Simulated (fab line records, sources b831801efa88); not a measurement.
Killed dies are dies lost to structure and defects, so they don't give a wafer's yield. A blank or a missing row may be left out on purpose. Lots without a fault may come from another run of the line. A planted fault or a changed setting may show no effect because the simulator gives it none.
Which tool did it? | flow gf180mcu | 12 lots, 36 wafers sampled, at 6 steps of a route of 602

WHAT THE GAUGES READ, wafer by wafer
GF_VT_IMPLANT_OVL_MEAS_18.
lot  | measured     | on         | VT_IMPLANT_01_OVL (nm)
L347 | day 6 14:43  | overlay-02 | -0.5 -0.2 -0.8
L349 | day 6 23:37  | overlay-01 | 2.3 2.0 1.7
L350 | day 7 05:19  | overlay-02 | -2.1 -3.4 -3.1
L351 | day 7 17:25  | overlay-02 | -0.7 -0.1 -1.1
L352 | day 7 19:56  | overlay-01 | -1.7 -0.4 -1.3
L353 | day 8 02:49  | overlay-01 | 0.4 1.4 2.1
L354 | day 8 07:55  | overlay-01 | -0.6 -2.2 -2.5
L355 | day 8 13:11  | overlay-02 | -0.3 0.1 -1.8
L359 | day 9 15:34  | overlay-02 | -2.0 -2.7 -0.6
L360 | day 9 19:28  | overlay-01 | 0.2 2.0 1.0
L364 | day 10 20:52 | overlay-01 | -0.9 -0.7 -0.9
L365 | day 11 03:22 | overlay-02 | 0.9 0.9 2.5

GF_HV_LDD_TW_MEAS_38.
lot  | measured     | on            | HV_LDD_3_TW
L347 | day 11 19:22 | film_metro-04 | 1423 1422 1417
L349 | day 12 09:31 | film_metro-02 | 1450 1441 1444
L350 | day 12 16:32 | film_metro-04 | 1426 1426 1421
L351 | day 13 06:38 | film_metro-02 | 1450 1447 1446
L352 | day 13 14:17 | film_metro-03 | 1449 1451 1450
L353 | day 13 21:19 | film_metro-02 | 1452 1448 1454
L354 | day 14 07:01 | film_metro-04 | 1425 1424 1424
L355 | day 14 15:00 | film_metro-04 | 1428 1429 1425
L359 | day 15 22:43 | film_metro-03 | 1456 1455 1451
L360 | day 16 02:31 | film_metro-03 | 1443 1444 1440
L364 | day 17 05:34 | film_metro-02 | 1599 1598 1601
L365 | day 17 11:26 | film_metro-04 | 1589 1575 1582

GF_HV_LDD_RS_MEAS_53: measures by four-point-probe.
lot  | measured     | on            | HV_LDD_RS (ohm/sq)
L347 | day 12 13:53 | film_metro-02 | 417.6 418.3 417.4
L349 | day 13 05:11 | film_metro-02 | 418.1 417.5 417.7
L350 | day 13 13:19 | film_metro-03 | 419.1 417.9 420.8
L351 | day 14 03:29 | film_metro-04 | 420.6 420.0 419.8
L352 | day 14 11:36 | film_metro-04 | 418.8 419.4 419.5
L353 | day 14 19:02 | film_metro-03 | 416.9 417.8 417.9
L354 | day 15 04:50 | film_metro-04 | 419.2 418.8 418.7
L355 | day 15 12:42 | film_metro-04 | 420.1 418.5 418.1
L359 | day 16 21:17 | film_metro-02 | 417.7 417.6 418.3
L360 | day 17 01:38 | film_metro-02 | 417.6 418.7 418.6
L364 | day 18 05:31 | film_metro-02 | 438.0 438.6 438.0
L365 | day 18 10:49 | film_metro-03 | 439.8 438.7 438.1

GF_NSD_CD_MEAS_07: target cd 400 nm.
lot  | measured     | on        | cd_nm (nm)
L347 | day 13 12:55 | cd_sem-02 | 399.5 399.6 401.1
L349 | day 14 04:25 | cd_sem-01 | 401.7 399.4 402.3
L350 | day 14 14:23 | cd_sem-02 | 397.3 395.5 394.2
L351 | day 15 03:03 | cd_sem-01 | 398.7 400.5 398.9
L352 | day 15 12:25 | cd_sem-01 | 401.1 400.5 401.6
L353 | day 15 19:37 | cd_sem-02 | 398.9 399.0 396.3
L354 | day 16 05:04 | cd_sem-01 | 402.8 399.6 400.8
L355 | day 16 13:28 | cd_sem-01 | 400.1 400.3 400.9
L359 | day 17 22:12 | cd_sem-02 | 400.4 397.1 399.7
L360 | day 18 02:39 | cd_sem-01 | 397.6 399.5 394.9
L364 | day 19 08:03 | cd_sem-02 | 402.9 401.4 401.1
L365 | day 19 12:52 | cd_sem-01 | 399.9 401.1 400.9

WHICH TOOL RAN EACH LOT (tool, then ch and the chambers of the sampled wafers, then the start)
lot  | GF_HV_LDD_IMPLANT_34            | GF_HV_LDD_STRIP_37
L347 | implanter-02 ch 0, day 11 18:49 | plasma_asher-01 ch 0,1, day 11 19:16
L349 | implanter-02 ch 0, day 12 08:58 | plasma_asher-04 ch 0,1, day 12 09:25
L350 | implanter-03 ch 0, day 12 15:59 | plasma_asher-01 ch 1, day 12 16:25
L351 | implanter-03 ch 0, day 13 06:07 | plasma_asher-01 ch 0,1, day 13 06:33
L352 | implanter-03 ch 0, day 13 13:47 | plasma_asher-01 ch 0,1, day 13 14:12
L353 | implanter-03 ch 0, day 13 20:46 | plasma_asher-01 ch 0,1, day 13 21:13
L354 | implanter-02 ch 0, day 14 06:28 | plasma_asher-02 ch 0,1, day 14 06:55
L355 | implanter-02 ch 0, day 14 14:29 | plasma_asher-01 ch 0,1, day 14 14:54
L359 | implanter-03 ch 0, day 15 22:10 | plasma_asher-01 ch 0,1, day 15 22:37
L360 | implanter-01 ch 0, day 16 01:58 | plasma_asher-01 ch 0,1, day 16 02:25
L364 | implanter-03 ch 0, day 17 05:01 | plasma_asher-02 ch 0,1, day 17 05:28
L365 | implanter-02 ch 0, day 17 10:53 | plasma_asher-04 ch 0,1, day 17 11:19
- GF_HV_LDD_IMPLANT_34
- GF_HV_LDD_STRIP_37: strips in O2/N2.

WHAT THE TOOLS THEMSELVES READ (means of the sampled wafers that have a number; where no wafer has one, the mark that the record gives instead)
GF_HV_LDD_IMPLANT_34.
lot  | tool         | end_station_pressure_torr (Torr) | faraday_current_uA | rotation_deg (degrees) | tilt_deg (degrees)
L347 | implanter-02 | 5.36e-06                         | 42.4               | 90.037                 | 30.012
L349 | implanter-02 | 4.71e-06                         | 42.5               | 89.994                 | 29.975
L350 | implanter-03 | 5.03e-06                         | 42.5               | 89.988                 | 30.009
L351 | implanter-03 | 5.24e-06                         | 43.2               | 90.010                 | 30.012
L352 | implanter-03 | 5.13e-06                         | 42.0               | 89.961                 | 30.000
L353 | implanter-03 | 5.24e-06                         | 41.5               | 89.998                 | 29.990
L354 | implanter-02 | 5.01e-06                         | 43.3               | 89.986                 | 30.006
L355 | implanter-02 | 4.95e-06                         | 42.3               | 90.014                 | 30.005
L359 | implanter-03 | 4.84e-06                         | 41.8               | 89.992                 | 29.999
L360 | implanter-01 | 5.11e-06                         | 42.0               | 90.024                 | 30.016
L364 | implanter-03 | 5.12e-06                         | 41.4               | 90.020                 | 29.992
L365 | implanter-02 | 4.71e-06                         | 42.2               | 89.983                 | 30.005

GF_HV_LDD_STRIP_37.
lot  | tool            | drypump_motor_current_A (A) | heater_power_w (W) | oes_product_au (a.u.) | strip_time_to_endpoint_s (s)
L347 | plasma_asher-01 | 5.8                         | 326                | 0.712                 | 12.61
L349 | plasma_asher-04 | 6.0                         | 358                | 0.715                 | 12.64
L350 | plasma_asher-01 | 6.0                         | 303                | 0.712                 | 12.65
L351 | plasma_asher-01 | 5.6                         | 350                | 0.717                 | 12.72
L352 | plasma_asher-01 | 5.6                         | 348                | 0.713                 | 12.64
L353 | plasma_asher-01 | 5.8                         | 323                | 0.715                 | 12.69
L354 | plasma_asher-02 | 5.8                         | 327                | 0.713                 | 12.62
L355 | plasma_asher-01 | 5.8                         | 325                | 0.714                 | 12.66
L359 | plasma_asher-01 | 5.8                         | 325                | 0.718                 | 12.67
L360 | plasma_asher-01 | 5.6                         | 346                | 0.716                 | 12.64
L364 | plasma_asher-02 | 5.7                         | 330                | 0.720                 | 12.63
L365 | plasma_asher-04 | 6.0                         | 365                | 0.721                 | 12.65

THE ANSWER, worked out from the rows above alone
Rule: what is usual is taken from the lots themselves. Put in order of their means at a reading, lots are off if they are a third of the lots or fewer, leave a main group of 4 or more, and stand apart from it by a gap of 3 or more times the standard deviation of the main group's means; of several such gaps the widest counts. A main group whose means are all the same, to the digits that the tables above print for the reading, isn't used. A lot without any number at a reading at which 4 lots or more have one is off too. The other lots that the step has rows for count as sound. The gauges are gone through in route order, then the tools' own readings, and for those a lot's mean is taken as printed above. The first step at which some lot is off is used, and at that step the reading that is off furthest; a lot without a number counts as furthest.
Off: L364, L365, at GF_HV_LDD_TW_MEAS_38 (HV_LDD_3_TW). The main group: mean 1439, standard deviation 12.
A tool fits if, at a process step before that reading, it ran every lot that is off, and no sound lot after the first of them. The gauges at GF_HV_LDD_TW_MEAS_38 are tried like those tools. None of those tried fits.

WHAT THE SIMULATOR HAD PUT IN
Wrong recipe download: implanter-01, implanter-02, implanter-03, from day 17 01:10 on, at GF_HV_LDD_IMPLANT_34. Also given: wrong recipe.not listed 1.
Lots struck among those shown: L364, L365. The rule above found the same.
